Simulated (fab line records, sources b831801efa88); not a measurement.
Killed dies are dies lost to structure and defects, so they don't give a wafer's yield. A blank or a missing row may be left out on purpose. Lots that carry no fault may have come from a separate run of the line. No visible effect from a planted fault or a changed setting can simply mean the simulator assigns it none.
fab line records	flow sky130
[record] lots = 12	wafers = 36	lastDay = 50
route steps=708 shown FIELD_ISO@5 VT_ADJUST_HVTP@95 PAD_OPEN@708
lots untouched by any fault: they come from a run of this same line in which no faults occurred
startH: start of the lot's first displayed wafer, in hours after the record's first day	waitH: how many hours have passed since the lot's step before this one	" the same as in the row above	L1.1+2: one row covering several wafers at once	- no value, or no start given	* or withheld: withheld	< > ~ a bound
route shown NAME@n: a module of which the file shows steps, and the number in the route of the first	usual: mean/standard deviation taken from wafers without a fault	same: alike in all rows	chamber/n: place in a boat	sites: each site's reading	_std_site: how widely they spread, as a standard deviation	_edge_site: outer sites' mean less inner sites'	radiusMm: for every site, how far away it sits from the centre of the wafer	mask NAME#n: copy n	behind: the last tool/chamber to shape the wafer	hold: why the lot went on hold/how many hours it stayed there/how the hold came to an end	device: the transistor (n, p or np) that didn't switch	end of line: the tests these same wafers got at the end of their route	a step without rows: its recipe alone	killed: count of dies lost to structure and defects at first sort (not the wafer's yield)	map: per-die view of a wafer (x killed, . not killed, _ where there is no die)
set.NAME: the setting the step ran with; set.NAME@STEP: the setting that earlier step ran with	model.NAME: the simulator's own value behind a step, which no gauge read
a sample of lots followed through the steps of the route, with each step as a table and each wafer as a row
services: a tool's chamber out of use, with start hour (startH, from the record's first day; less than 0 if before it), hours out, and reason
[[steps]]
[step SKY_FIELD_ISO_THK_MEAS_04]
[recipe] reads = Si3N4_of_FIELD_ISO_CVD_03
[usual] FIELD_ISO_CVD_03_THK = 165.8/1.5
lot.wafer	tool	chamber	startH	waitH	FIELD_ISO_CVD_03_THK[nm]
L353.1	filmMetro-02	-	14.05	0.0	164.8
L353.3	"	-	"	"	164.5
L353.5	"	-	"	"	164.1
L354.1	filmMetro-02	-	18.48	0.0	164.8
L354.4	"	-	"	"	165.1
L354.6	"	-	"	"	167.0
L357.1	filmMetro-01	-	33.80	0.0	163.0
L357.2	"	-	"	"	164.3
L357.6	"	-	"	"	163.5
L358.1	filmMetro-02	-	42.25	0.0	165.3
L358.2	"	-	"	"	165.2
L358.4	"	-	"	"	164.5
L360.1	filmMetro-02	-	49.69	0.0	165.8
L360.3	"	-	"	"	166.2
L360.5	"	-	"	"	165.4
L361.4	filmMetro-02	-	54.73	0.0	166.9
L361.5	"	-	"	"	166.2
L361.6	"	-	"	"	166.8
L363.1	filmMetro-02	-	63.48	0.0	167.7
L363.3	"	-	"	"	166.6
L363.5	"	-	"	"	166.6
L367.1	filmMetro-02	-	84.66	0.0	164.2
L367.3	"	-	"	"	164.4
L367.6	"	-	"	"	164.3
L370.1	filmMetro-02	-	101.28	0.0	166.8
L370.4	"	-	"	"	167.3
L370.5	"	-	"	"	167.5
L371.3	filmMetro-01	-	104.31	0.0	168.4
L371.4	"	-	"	"	168.0
L371.5	"	-	"	"	166.9
L372.3	filmMetro-02	-	109.51	0.0	163.9
L372.4	"	-	"	"	164.8
L372.6	"	-	"	"	163.4
L375.1	filmMetro-04	-	124.38	0.0	165.2
L375.5	"	-	"	"	164.4
L375.6	"	-	"	"	165.6
[step SKY_FIELD_ISO_CD_MEAS_13]
[recipe] targetCdNm = 150
[usual] cdNm = 150.1/1.7
lot.wafer	tool	chamber	startH	waitH	cdNm
L353.1	cdSem-01	-	28.53	-	148.4
L353.3	"	-	"	"	147.6
L353.5	"	-	"	"	148.4
L354.1	cdSem-02	-	34.09	-	152.4
L354.4	"	-	"	"	151.4
L354.6	"	-	"	"	151.4
L357.1	cdSem-01	-	48.53	-	152.0
L357.2	"	-	"	"	151.0
L357.6	"	-	"	"	151.8
L358.1	cdSem-02	-	56.34	-	147.6
L358.2	"	-	"	"	149.7
L358.4	"	-	"	"	148.0
L360.1	cdSem-01	-	65.69	-	151.2
L360.3	"	-	"	"	150.6
L360.5	"	-	"	"	149.7
L361.4	cdSem-02	-	70.45	-	148.7
L361.5	"	-	"	"	148.6
L361.6	"	-	"	"	148.9
L363.1	cdSem-02	-	80.03	-	152.0
L363.3	"	-	"	"	152.7
L363.5	"	-	"	"	151.9
L367.1	cdSem-02	-	102.43	-	150.7
L367.3	"	-	"	"	148.8
L367.6	"	-	"	"	150.9
L370.1	cdSem-02	-	119.19	-	149.5
L370.4	"	-	"	"	150.0
L370.5	"	-	"	"	149.3
L371.3	cdSem-02	-	123.62	-	150.2
L371.4	"	-	"	"	150.7
L371.5	"	-	"	"	148.9
L372.3	cdSem-01	-	128.32	-	150.5
L372.4	"	-	"	"	149.5
L372.6	"	-	"	"	148.3
L375.1	cdSem-02	-	143.74	-	149.3
L375.5	"	-	"	"	148.2
L375.6	"	-	"	"	148.5
[step SKY_FIELD_ISO_ETCH_17]
[recipe] targetDepthA = 3420	maskMaterial = Si3N4	chemistry = HBr/Cl2/O2	target = Si	taperDeg = 5	icpW = 600	biasW = 150	pressureMtorr = 15	HBr_flow_sccm = 150	Cl2_flow_sccm = 40	O2_flow_sccm = 6	timeS = 97.7
[usual] drypumpMotorCurrentA = 5.8/0.5	heBacksideLeakSccm = 2.74/0.25	oesProductAu = 1.003/0.015	runLengthS = 125.9/0.39	throttleValvePct = 25.653/0.014
lot.wafer	tool	chamber	startH	waitH	drypumpMotorCurrentA	heBacksideLeakSccm	oesProductAu	rfHoursCounterH	runLengthS	throttleValvePct
L353.1	rieSi-01	1	28.85	0.1	5.9	2.88	1.012	126	126.6	25.643
L353.3	"	3	"	"	5.7	2.95	1.009	19	125.7	25.643
L353.5	"	0	"	"	5.7	3.02	1.026	-	126.3	25.632
L354.1	rieSi-01	2	34.41	0.1	6.7	2.44	1.012	19	125.6	25.627
L354.4	"	1	"	"	5.9	2.78	1.002	126	126.2	25.634
L354.6	"	1	"	"	6.0	2.88	1.009	-	126.4	25.665
L357.1	rieSi-02	3	48.85	0.1	6.1	2.51	0.981	12	125.9	25.673
L357.2	"	1	"	"	4.8	3.13	0.985	122	126.3	25.672
L357.6	"	1	"	"	4.8	3.11	0.988	-	126.1	25.674
L358.1	rieSi-01	1	56.66	0.1	5.9	2.84	1.013	126	126.5	25.639
L358.2	"	0	"	"	5.7	3.23	1.020	56	125.7	25.649
L358.4	"	2	"	"	6.7	2.31	1.006	19	125.3	25.656
L360.1	rieSi-02	1	66.01	0.1	4.8	3.10	0.996	122	126.0	25.653
L360.3	"	3	"	"	6.0	2.26	0.981	12	126.0	25.687
L360.5	"	1	"	"	4.8	3.18	0.991	-	126.0	25.655
L361.4	rieSi-01	1	70.71	0.0	5.9	2.80	1.030	126	126.0	25.648
L361.5	"	1	"	"	5.9	2.80	1.017	-	126.6	25.651
L361.6	"	2	"	"	6.6	2.25	1.009	-	125.3	25.645
L363.1	rieSi-01	3	80.35	0.1	5.6	2.71	1.009	19	125.8	25.645
L363.3	"	0	"	"	5.7	2.67	1.019	57	126.2	25.670
L363.5	"	2	"	"	6.7	2.41	1.011	-	125.3	25.651
L367.1	rieSi-01	2	102.75	0.1	6.6	2.21	1.010	19	125.5	25.663
L367.3	"	3	"	"	5.6	2.76	1.017	19	125.6	25.652
L367.6	"	3	"	"	5.6	2.83	0.994	-	125.5	25.660
L370.1	rieSi-02	0	119.51	0.1	5.4	2.87	1.013	4	125.7	25.658
L370.4	"	1	"	"	4.8	3.19	0.994	123	128.8	25.675
L370.5	"	3	"	"	6.1	2.44	0.988	-	125.8	25.661
L371.3	rieSi-01	0	123.90	0.0	5.7	3.25	1.007	57	125.9	25.648
L371.4	"	1	"	"	6.0	2.65	1.011	127	126.1	25.643
L371.5	"	3	"	"	5.6	2.77	1.002	-	125.6	25.650
L372.3	rieSi-01	2	128.60	0.0	6.7	2.40	1.022	19	125.0	25.655
L372.4	"	0	"	"	5.7	2.67	1.026	57	125.9	25.640
L372.6	"	2	"	"	6.6	2.39	1.018	-	125.3	25.657
L375.1	rieSi-01	0	144.06	0.1	5.7	2.68	1.016	57	125.9	25.644
L375.5	"	0	"	"	5.7	2.96	1.013	-	125.6	25.654
L375.6	"	1	"	"	5.9	2.78	1.006	-	125.9	25.650
[step SKY_VT_ADJUST_HVTP_STRIP_10]
[recipe] chemistry = O2/N2	powerW = 1400	pressureMtorr = 1500	platenTempC = withheld	o2FlowSccm = 3000	n2FlowSccm = 300	overashFraction = 0.5
[usual] drypumpMotorCurrentA = 5.9/0.31	oesProductAu = 0.715/0.0045	stripTimeToEndpointS = 14.19/0.045
lot.wafer	tool	chamber	startH	waitH	drypumpMotorCurrentA	oesProductAu	rfHoursCounterH	stripTimeToEndpointS
L353.1	plasmaAsher-01	1	125.00	0.1	5.5	0.713	43	14.14
L353.3	"	0	"	"	5.8	0.727	-	14.15
L353.5	"	0	"	"	5.8	0.707	-	14.16
L354.1	plasmaAsher-01	0	133.59	0.1	5.8	0.712	44	14.19
L354.4	"	1	"	"	5.5	0.715	-	14.19
L354.6	"	1	"	"	5.5	0.717	-	14.17
L357.1	plasmaAsher-02	0	145.75	0.1	6.1	0.720	34	14.08
L357.2	"	1	"	"	6.3	0.715	34	14.13
L357.6	"	0	"	"	6.0	0.722	-	14.12
L358.1	plasmaAsher-04	1	156.43	0.1	6.1	0.711	47	14.17
L358.2	"	0	"	"	6.2	0.715	47	14.19
L358.4	"	0	"	"	6.2	0.711	-	14.19
L360.1	plasmaAsher-01	1	166.50	0.1	5.5	0.712	47	14.18
L360.3	"	1	"	"	5.5	0.720	-	14.16
L360.5	"	0	"	"	5.8	0.718	-	14.16
L361.4	plasmaAsher-02	0	174.23	0.1	6.1	0.712	-	14.17
L361.5	"	0	"	"	6.1	0.718	-	14.18
L361.6	"	1	"	"	6.4	0.716	-	14.16
L363.1	plasmaAsher-04	0	184.35	0.1	6.2	0.724	50	14.13
L363.3	"	1	"	"	6.1	0.713	-	14.12
L363.5	"	1	"	"	6.1	0.709	-	14.11
L367.1	plasmaAsher-02	0	212.14	0.1	6.1	0.714	41	14.25
L367.3	"	0	"	"	6.1	0.708	-	14.29
L367.6	"	1	"	"	6.3	0.718	-	14.26
L370.1	plasmaAsher-01	1	231.20	0.1	5.4	0.709	54	14.15
L370.4	"	0	"	"	5.8	0.713	-	14.18
L370.5	"	0	"	"	5.8	0.707	-	14.15
L371.3	plasmaAsher-01	1	238.02	0.1	5.5	0.716	-	14.15
L371.4	"	0	"	"	5.8	0.720	-	14.12
L371.5	"	0	"	"	5.8	0.718	-	14.22
L372.3	plasmaAsher-01	1	245.02	0.1	5.5	0.718	-	14.22
L372.4	"	0	"	"	5.8	0.718	-	14.26
L372.6	"	0	"	"	5.8	0.716	-	14.23
L375.1	plasmaAsher-01	1	275.55	0.1	5.5	0.711	59	14.18
L375.5	"	1	"	"	5.5	0.711	-	14.18
L375.6	"	0	"	"	5.8	0.720	-	14.12
[step SKY_PAD_OPEN_PROBE_99]
[usual] killed_at_M0_to_M3 = 43/6.8	killed_at_M4_up = 3.3/2.1	killedAtContacts = 24/5	killedAtFrontEnd = 15/4.4	killedAtOther = 0.3/0.57	killedDies = 86/9.7	killedOpen = 47/7.3	killedShort = 39/6.1
[same] grossDies = 492	killedAtBackSide = 0
lot.wafer	tool	chamber	startH	waitH	killed_at_M0_to_M3	killed_at_M4_up	killedAtContacts	killedAtFrontEnd	killedAtOther	killedDies	killedOpen	killedShort
L353.1	prober-02	-	1078.52	0.1	47	5	23	21	0	96	59	36
L353.3	prober-02	-	1078.62	0.2	44	2	26	13	0	85	45	39
L353.5	prober-02	-	1078.72	0.2	40	5	25	15	0	85	47	37
L360.1	prober-01	-	1128.77	0.1	33	2	20	19	1	75	33	41
L360.3	prober-01	-	1128.87	0.2	47	4	19	17	0	87	36	50
L360.5	prober-01	-	1128.97	0.2	38	3	23	11	0	75	40	34
L361.4	prober-02	-	1130.16	0.2	62	3	24	9	0	98	65	33
L361.5	prober-02	-	1130.21	0.2	44	0	21	14	0	79	41	34
L361.6	prober-02	-	1130.26	0.2	48	0	26	11	0	85	47	38
L363.1	prober-02	-	1137.16	0.1	39	5	26	15	2	87	50	36
L363.3	prober-02	-	1137.26	0.2	49	0	32	16	0	97	61	36
L363.5	prober-02	-	1137.36	0.2	59	3	26	16	1	105	57	48
L367.1	prober-02	-	1157.32	0.1	39	3	30	17	0	89	38	50
L367.3	prober-02	-	1157.42	0.2	49	3	24	18	0	94	50	44
L367.6	prober-02	-	1157.57	0.2	47	3	25	18	0	93	50	42
L372.3	prober-02	-	1185.34	0.2	44	1	20	19	0	84	49	35
L372.4	prober-02	-	1185.39	0.2	30	5	19	13	0	67	37	30
L372.6	prober-02	-	1185.49	0.2	43	8	19	22	0	92	49	43
// killed by level:class
L353.1 VIA2:geometricParticle:open=10 VIA3:geometricParticle:open=10 LI_CONTACT:geometricParticle:open=8 VIA1:geometricParticle:open=8 FIELD_ISO:geometricParticle:open=7 CONTACT:geometricParticle:open=6 POLY_GATE:geometricParticle:open=5 CONTACT:geometricParticle:short=5
L353.3 VIA1:geometricParticle:open=11 VIA3:geometricParticle:open=9 LI_CONTACT:geometricParticle:open=8 METAL2:geometricParticle:short=7 LOCAL_INTERCONNECT:geometricParticle:short=6 CONTACT:geometricParticle:open=6 VIA1:geometricParticle:short=4 VIA2:geometricParticle:open=4
L353.5 VIA1:geometricParticle:open=11 LI_CONTACT:geometricParticle:open=9 CONTACT:geometricParticle:open=7 VIA1:geometricParticle:short=7 CONTACT:geometricParticle:short=5 VIA2:geometricParticle:open=5 POLY_GATE:geometricParticle:open=4 METAL1:geometricParticle:short=4
L360.1 CONTACT:geometricParticle:open=10 VIA1:geometricParticle:open=7 FIELD_ISO:geometricParticle:short=6 CONTACT:geometricParticle:short=5 METAL1:geometricParticle:short=5 METAL2:geometricParticle:short=4 VIA2:geometricParticle:short=4 VIA3:geometricParticle:short=4
L360.3 METAL2:geometricParticle:short=12 VIA3:geometricParticle:open=8 VIA1:geometricParticle:open=7 LOCAL_INTERCONNECT:geometricParticle:short=6 CONTACT:geometricParticle:open=5 VIA1:geometricParticle:short=5 FIELD_ISO:geometricParticle:short=4 POLY_GATE:geometricParticle:short=4
L360.5 CONTACT:geometricParticle:open=9 VIA1:geometricParticle:open=9 VIA1:geometricParticle:short=6 VIA2:geometricParticle:open=5 VIA3:geometricParticle:open=5 LOCAL_INTERCONNECT:geometricParticle:short=4 FIELD_ISO:geometricParticle:short=3 POLY_GATE:geometricParticle:short=3
L361.4 VIA2:geometricParticle:open=15 VIA1:geometricParticle:open=11 LI_CONTACT:geometricParticle:open=8 VIA3:geometricParticle:open=8 CONTACT:geometricParticle:open=7 METAL1:geometricParticle:short=7 CONTACT:geometricParticle:short=5 METAL2:geometricParticle:short=5
L361.5 VIA1:geometricParticle:open=12 VIA2:geometricParticle:open=12 CONTACT:geometricParticle:open=7 LOCAL_INTERCONNECT:geometricParticle:short=5 CONTACT:geometricParticle:short=5 VIA2:geometricParticle:short=5 METAL1:geometricParticle:short=4 POLY_GATE:areaEtch=4
L361.6 METAL1:geometricParticle:short=11 VIA2:geometricParticle:open=11 CONTACT:geometricParticle:open=8 VIA1:geometricParticle:open=8 LOCAL_INTERCONNECT:geometricParticle:short=7 FIELD_ISO:geometricParticle:open=6 LI_CONTACT:geometricParticle:open=5 METAL2:geometricParticle:short=5
L363.1 LI_CONTACT:geometricParticle:open=11 CONTACT:geometricParticle:open=8 METAL2:geometricParticle:short=7 VIA2:geometricParticle:open=7 VIA1:geometricParticle:open=6 FIELD_ISO:geometricParticle:open=5 VIA1:geometricParticle:short=4 FIELD_ISO:geometricParticle:short=4
L363.3 LI_CONTACT:geometricParticle:open=12 CONTACT:geometricParticle:open=9 METAL2:geometricParticle:short=9 VIA3:geometricParticle:open=8 VIA2:geometricParticle:open=8 VIA1:geometricParticle:open=7 FIELD_ISO:geometricParticle:open=5 VIA2:geometricParticle:short=4
L363.5 VIA1:geometricParticle:open=12 CONTACT:geometricParticle:open=9 VIA3:geometricParticle:open=9 FIELD_ISO:geometricParticle:open=6 METAL3:geometricParticle:short=6 VIA2:geometricParticle:short=6 METAL2:geometricParticle:open=6 METAL2:geometricParticle:short=6
L367.1 CONTACT:geometricParticle:open=10 CONTACT:geometricParticle:short=9 METAL2:geometricParticle:short=7 FIELD_ISO:geometricParticle:short=6 VIA1:geometricParticle:short=6 VIA3:geometricParticle:open=6 LI_CONTACT:geometricParticle:open=5 METAL1:geometricParticle:short=5
L367.3 VIA1:geometricParticle:open=14 CONTACT:geometricParticle:open=9 CONTACT:geometricParticle:short=7 VIA2:geometricParticle:open=7 VIA3:geometricParticle:open=6 METAL1:geometricParticle:short=5 METAL2:geometricParticle:short=5 POLY_GATE:geometricParticle:short=4
L367.6 CONTACT:geometricParticle:open=14 VIA2:geometricParticle:open=9 VIA1:geometricParticle:open=8 METAL2:geometricParticle:short=6 VIA2:geometricParticle:short=6 CONTACT:geometricParticle:short=5 VIA3:geometricParticle:open=5 POLY_GATE:geometricParticle:open=4
L372.3 VIA1:geometricParticle:open=15 CONTACT:geometricParticle:open=8 POLY_GATE:geometricParticle:open=7 FIELD_ISO:geometricParticle:short=5 METAL2:geometricParticle:short=5 LOCAL_INTERCONNECT:geometricParticle:short=4 CONTACT:geometricParticle:short=4 VIA1:geometricParticle:short=4
L372.4 VIA1:geometricParticle:open=8 LI_CONTACT:geometricParticle:open=5 CONTACT:geometricParticle:open=5 METAL1:geometricParticle:short=5 POLY_GATE:geometricParticle:open=4 LOCAL_INTERCONNECT:geometricParticle:short=4 VIA3:geometricParticle:open=4 FIELD_ISO:geometricParticle:open=3
L372.6 FIELD_ISO:geometricParticle:short=8 VIA1:geometricParticle:open=8 VIA3:geometricParticle:open=8 METAL4:geometricParticle:short=7 LI_CONTACT:geometricParticle:open=6 CONTACT:geometricParticle:open=6 VIA2:geometricParticle:open=6 METAL2:geometricParticle:short=5
[[services]]
tool	chamber	startH	hours	kind
plasmaAsher-04	-	40.75	1.9	repair
rieSi-01	0	80.70	5.7	repair
rieSi-01	-	99.43	2.8	pm
rieSi-02	-	110.97	2.8	pm
rieSi-01	2	144.59	6.0	repair
rieSi-02	2	161.73	4.2	repair
rieSi-01	-	167.87	0.6	repair
rieSi-01	1	182.16	-	clean
rieSi-01	1	182.16	17.4	scheduledDown
rieSi-01	1	182.16	17.4	ventCycle
plasmaAsher-04	-	197.05	28.1	pm
rieSi-02	1	199.11	-	clean
rieSi-02	1	199.11	22.7	scheduledDown
rieSi-02	1	199.11	22.7	ventCycle
rieSi-01	3	200.13	5.4	repair
rieSi-02	2	270.23	7.0	repair
[[key]]
[firstSign] step = SKY_FIELD_ISO_ETCH_17	reading = runLengthS	direction = up	sigmas = 7.3	usual = *	struck = *
effect none on later readings
metAt SKY_FIELD_ISO_ETCH_17
struckLots L370
struckWafers L370.4
testerLeftOut L370
notActingAt SKY_FIELD_ISO_THK_MEAS_04,SKY_FIELD_ISO_CD_MEAS_13,SKY_VT_ADJUST_HVTP_STRIP_10
onsetBetween 66.01 119.51
[fault] kind = processParameterDrift	tool = rieSi-02	chamber = 1	onsetH = 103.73	steps = SKY_FIELD_ISO_ETCH_17	channel = timeS	offset = *	shape = step	endH = 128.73	actsIn = *	stated = *
// testerLeftOut: of these lots the tester's yield and bins aren't shown, on N5 and GAA mostly nor the transistor test; their killed dies are dies lost to structure and defects alone, not to doping, threshold or leakage, so they don't give the yield
